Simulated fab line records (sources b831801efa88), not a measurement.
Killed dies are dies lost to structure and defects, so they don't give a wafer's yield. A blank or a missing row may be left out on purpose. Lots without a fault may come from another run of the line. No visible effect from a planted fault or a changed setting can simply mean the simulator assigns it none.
What tool caused it? :: flow sky130 :: Sampling: 13 lots, 39 wafers, 6 of 708 route steps

== WHAT THE GAUGES SHOWED, per wafer ==
SKY_METAL4_CD_MEAS_13 targets a cd of 300 nm.
lot: L291
measured: day 42 01:53
on: cdSem-02
cdNm (nm): 299.8 298.4 299.5

lot: L292
measured: day 42 08:52
on: cdSem-01
cdNm (nm): 300.7 300.4 300.9

lot: L294
measured: day 43 08:07
on: cdSem-01
cdNm (nm): 298.9 298.4 299.3

lot: L295
measured: day 43 15:30
on: cdSem-01
cdNm (nm): 301.1 301.0 300.9

lot: L296
measured: day 43 19:10
on: cdSem-02
cdNm (nm): 296.2 298.3 299.5

lot: L297
measured: day 44 08:46
on: cdSem-02
cdNm (nm): 300.0 299.7 299.7

lot: L300
measured: day 45 01:49
on: cdSem-01
cdNm (nm): 299.5 299.9 299.9

lot: L301
measured: day 45 02:10
on: cdSem-01
cdNm (nm): 300.0 300.4 301.0

lot: L302
measured: day 45 13:43
on: cdSem-02
cdNm (nm): 299.1 299.2 300.1

lot: L306
measured: day 46 05:07
on: cdSem-01
cdNm (nm): 298.8 297.8 299.5

lot: L305
measured: day 46 07:42
on: cdSem-02
cdNm (nm): 299.1 298.8 300.8

lot: L311
measured: day 47 12:30
on: cdSem-02
cdNm (nm): 302.0 300.5 301.7

lot: L313
measured: day 48 02:23
on: cdSem-01
cdNm (nm): 299.6 299.9 299.0

SKY_METAL4_OVL_MEAS_14.
lot: L291
measured: day 42 01:59
on: overlay-02
METAL4_OVL (nm): -8 -3 -8

lot: L292
measured: day 42 08:57
on: overlay-02
METAL4_OVL (nm): 1 11 -4

lot: L294
measured: day 43 08:14
on: overlay-02
METAL4_OVL (nm): -13 -6 -3

lot: L295
measured: day 43 15:35
on: overlay-01
METAL4_OVL (nm): 2 -3 -2

lot: L296
measured: day 43 19:17
on: overlay-01
METAL4_OVL (nm): -4 -4 2

lot: L297
measured: day 44 08:53
on: overlay-02
METAL4_OVL (nm): -2 -3 -2

lot: L300
measured: day 45 01:56
on: overlay-02
METAL4_OVL (nm): 0 -6 -5

lot: L301
measured: day 45 02:17
on: overlay-01
METAL4_OVL (nm): -4 4 5

lot: L302
measured: day 45 13:50
on: overlay-01
METAL4_OVL (nm): 4 -6 -3

lot: L306
measured: day 46 05:14
on: overlay-01
METAL4_OVL (nm): 0 -2 -1

lot: L305
measured: day 46 07:49
on: overlay-02
METAL4_OVL (nm): -1 1 0

lot: L311
measured: day 47 12:36
on: overlay-01
METAL4_OVL (nm): -2 2 9

lot: L313
measured: day 48 02:29
on: overlay-02
METAL4_OVL (nm): -2 -1 -3

SKY_METAL5_RS_MEAS_05: uses a four-point probe to measure.
lot: L291
measured: day 43 05:03
on: filmMetro-01
METAL5_ALCU_RS (ohm/sq): 0.02749 0.02765 0.02714

lot: L292
measured: day 43 11:38
on: filmMetro-04
METAL5_ALCU_RS (ohm/sq): 0.0278 0.02749 0.02776

lot: L294
measured: day 44 10:32
on: filmMetro-04
METAL5_ALCU_RS (ohm/sq): 0.02685 0.02668 0.02677

lot: L295
measured: day 44 17:52
on: filmMetro-04
METAL5_ALCU_RS (ohm/sq): 0.02701 0.02734 0.02743

lot: L296
measured: day 44 21:07
on: filmMetro-02
METAL5_ALCU_RS (ohm/sq): 0.02704 0.02729 0.02706

lot: L297
measured: day 45 10:01
on: filmMetro-02
METAL5_ALCU_RS (ohm/sq): 0.02729 0.02731 0.02714

lot: L300
measured: day 46 02:19
on: filmMetro-02
METAL5_ALCU_RS (ohm/sq): 0.02684 0.02682 0.02672

lot: L301
measured: day 46 03:16
on: filmMetro-04
METAL5_ALCU_RS (ohm/sq): 0.02701 0.02701 0.02707

lot: L302
measured: day 46 14:13
on: filmMetro-02
METAL5_ALCU_RS (ohm/sq): 0.02709 0.0273 0.02729

lot: L306
measured: day 47 05:16
on: filmMetro-02
METAL5_ALCU_RS (ohm/sq): 0.02701 0.02707 0.02713

lot: L305
measured: day 47 07:01
on: filmMetro-04
METAL5_ALCU_RS (ohm/sq): 0.01891 0.01897 0.02741

lot: L311
measured: day 48 10:40
on: filmMetro-04
METAL5_ALCU_RS (ohm/sq): 0.02694 0.02727 0.02687

lot: L313
measured: day 49 00:44
on: filmMetro-02
METAL5_ALCU_RS (ohm/sq): 0.02713 0.02727 0.02733

SKY_METAL5_THK_MEAS_06: measures by xrf.
lot: L291
measured: day 43 05:10
on: filmMetro-01
METAL5_ALCU_THK (nm): 1143 1142 1161

lot: L292
measured: day 43 11:43
on: filmMetro-04
METAL5_ALCU_THK (nm): 1124 1139 1126

lot: L294
measured: day 44 10:40
on: filmMetro-04
METAL5_ALCU_THK (nm): 1156 1158 1162

lot: L295
measured: day 44 17:58
on: filmMetro-04
METAL5_ALCU_THK (nm): 1150 1138 1137

lot: L296
measured: day 44 21:14
on: filmMetro-02
METAL5_ALCU_THK (nm): 1156 1144 1154

lot: L297
measured: day 45 10:08
on: filmMetro-02
METAL5_ALCU_THK (nm): 1143 1133 1157

lot: L300
measured: day 46 02:26
on: filmMetro-02
METAL5_ALCU_THK (nm): 1165 1161 1166

lot: L301
measured: day 46 03:23
on: filmMetro-04
METAL5_ALCU_THK (nm): 1163 1160 1157

lot: L302
measured: day 46 14:20
on: filmMetro-02
METAL5_ALCU_THK (nm): 1150 1139 1139

lot: L306
measured: day 47 05:22
on: filmMetro-02
METAL5_ALCU_THK (nm): 1156 1152 1153

lot: L305
measured: day 47 07:08
on: filmMetro-04
METAL5_ALCU_THK (nm): 1648 1650 1147

lot: L311
measured: day 48 10:46
on: filmMetro-04
METAL5_ALCU_THK (nm): 1156 1141 1160

lot: L313
measured: day 49 00:50
on: filmMetro-02
METAL5_ALCU_THK (nm): 1145 1142 1148

== TOOL THAT RAN EACH LOT (tool first, then ch and the chambers of the sampled wafers, then the start) ==
lot: L291
SKY_VIA4_CMP_02: cmp-01 ch 0,1,2, day 42 03:15
SKY_METAL5_SPUTTER_02: pvdSputter-03, day 43 04:55

lot: L292
SKY_VIA4_CMP_02: cmp-01 ch 1,2,3, day 42 10:28
SKY_METAL5_SPUTTER_02: pvdSputter-03, day 43 11:27

lot: L294
SKY_VIA4_CMP_02: cmp-02 ch 0,2,3, day 43 09:45
SKY_METAL5_SPUTTER_02: pvdSputter-04, day 44 10:26

lot: L295
SKY_VIA4_CMP_02: cmp-02 ch 0,1,2, day 43 17:03
SKY_METAL5_SPUTTER_02: pvdSputter-03, day 44 17:42

lot: L296
SKY_VIA4_CMP_02: cmp-02 ch 0,1,3, day 43 20:34
SKY_METAL5_SPUTTER_02: pvdSputter-02, day 44 21:00

lot: L297
SKY_VIA4_CMP_02: cmp-01 ch 0,1,3, day 44 10:41
SKY_METAL5_SPUTTER_02: pvdSputter-02, day 45 09:54

lot: L300
SKY_VIA4_CMP_02: cmp-01 ch 2,3, day 45 03:10
SKY_METAL5_SPUTTER_02: pvdSputter-04, day 46 02:11

lot: L301
SKY_VIA4_CMP_02: cmp-02 ch 0,2, day 45 03:32
SKY_METAL5_SPUTTER_02: pvdSputter-02, day 46 03:08

lot: L302
SKY_VIA4_CMP_02: cmp-01 ch 0,2, day 45 15:07
SKY_METAL5_SPUTTER_02: pvdSputter-02, day 46 14:05

lot: L306
SKY_VIA4_CMP_02: cmp-02 ch 0,1,2, day 46 07:00
SKY_METAL5_SPUTTER_02: pvdSputter-04, day 47 05:08

lot: L305
SKY_VIA4_CMP_02: cmp-02 ch 0,1,3, day 46 09:11
SKY_METAL5_SPUTTER_02: pvdSputter-02, day 47 06:54

lot: L311
SKY_VIA4_CMP_02: cmp-01 ch 0,1,2, day 47 13:56
SKY_METAL5_SPUTTER_02: pvdSputter-04, day 48 10:30

lot: L313
SKY_VIA4_CMP_02: cmp-01 ch 0,1,3, day 48 03:41
SKY_METAL5_SPUTTER_02: pvdSputter-04, day 49 00:34
- SKY_VIA4_CMP_02: polishes SiO2.
- SKY_METAL5_SPUTTER_02: material AlCu, target thk 1150 nm, time 61.2 s.

== AS READ BY THE TOOLS THEMSELVES (means over the sampled wafers that have a number; for cases with no such wafer, the mark the record gives instead) ==
SKY_VIA4_CMP_02.
lot: L291
tool: cmp-01
motorCurrentA (A): 12.3
retainingRingPressureFrac: 1.002

lot: L292
tool: cmp-01
motorCurrentA (A): 11.8
retainingRingPressureFrac: 0.997

lot: L294
tool: cmp-02
motorCurrentA (A): 11.5
retainingRingPressureFrac: 1.001

lot: L295
tool: cmp-02
motorCurrentA (A): 11.0
retainingRingPressureFrac: 0.995

lot: L296
tool: cmp-02
motorCurrentA (A): 11.3
retainingRingPressureFrac: 1.004

lot: L297
tool: cmp-01
motorCurrentA (A): 10.9
retainingRingPressureFrac: 0.999

lot: L300
tool: cmp-01
motorCurrentA (A): 11.6
retainingRingPressureFrac: 1.000

lot: L301
tool: cmp-02
motorCurrentA (A): 11.6
retainingRingPressureFrac: 0.998

lot: L302
tool: cmp-01
motorCurrentA (A): 13.2
retainingRingPressureFrac: 0.999

lot: L306
tool: cmp-02
motorCurrentA (A): 10.8
retainingRingPressureFrac: 1.000

lot: L305
tool: cmp-02
motorCurrentA (A): 11.9
retainingRingPressureFrac: 0.995

lot: L311
tool: cmp-01
motorCurrentA (A): 12.4
retainingRingPressureFrac: 0.999

lot: L313
tool: cmp-01
motorCurrentA (A): 10.8
retainingRingPressureFrac: 1.001

SKY_METAL5_SPUTTER_02.
lot: L291
tool: pvdSputter-03
throttleValvePct (%): 29.8

lot: L292
tool: pvdSputter-03
throttleValvePct (%): 29.9

lot: L294
tool: pvdSputter-04
throttleValvePct (%): 29.7

lot: L295
tool: pvdSputter-03
throttleValvePct (%): 29.9

lot: L296
tool: pvdSputter-02
throttleValvePct (%): 31.3

lot: L297
tool: pvdSputter-02
throttleValvePct (%): 32.3

lot: L300
tool: pvdSputter-04
throttleValvePct (%): 30.2

lot: L301
tool: pvdSputter-02
throttleValvePct (%): 31.9

lot: L302
tool: pvdSputter-02
throttleValvePct (%): 30.1

lot: L306
tool: pvdSputter-04
throttleValvePct (%): 30.3

lot: L305
tool: pvdSputter-02
throttleValvePct (%): 31.9

lot: L311
tool: pvdSputter-04
throttleValvePct (%): 29.8

lot: L313
tool: pvdSputter-04
throttleValvePct (%): 30.4

== THE ANSWER, worked out from the rows above alone ==
Rule: usual is defined by the lots themselves. Put in order of their means at a reading, lots are off if they are a third of the lots or fewer, leave a main group of 4 or more, and stand apart from it by a gap of 3 or more times the standard deviation of the main group's means; of several such gaps the widest counts. The tables above print the reading to a certain number of digits; a main group whose means all agree to those digits is not used. A lot without any number at a reading at which 4 lots or more have one is off too. All remaining lots with rows at the step are treated as sound. After the gauges, taken in route order, come the tools' own readings; for these a lot's mean is taken, as printed above. The first step at which some lot is off is used, and at that step the reading that is off furthest; a lot without a number counts as furthest.
Off: at SKY_METAL5_RS_MEAS_05 (METAL5_ALCU_RS), L305. The main group: mean 0.02716 ohm/sq, standard deviation 0.00024.
If a tool, at a process step before that reading, ran all the lots that are off and no sound lot after the first of them, it fits. Not tried: the gauges at SKY_METAL5_RS_MEAS_05; whatever is off there is also off at SKY_METAL5_SPUTTER_02, on other tools, and gauge error can't account for it. Can't be told from this: 2 tools fit, cmp-02 at SKY_VIA4_CMP_02, pvdSputter-02 at SKY_METAL5_SPUTTER_02.

== WHAT HAD BEEN PUT IN BY THE SIMULATOR ==
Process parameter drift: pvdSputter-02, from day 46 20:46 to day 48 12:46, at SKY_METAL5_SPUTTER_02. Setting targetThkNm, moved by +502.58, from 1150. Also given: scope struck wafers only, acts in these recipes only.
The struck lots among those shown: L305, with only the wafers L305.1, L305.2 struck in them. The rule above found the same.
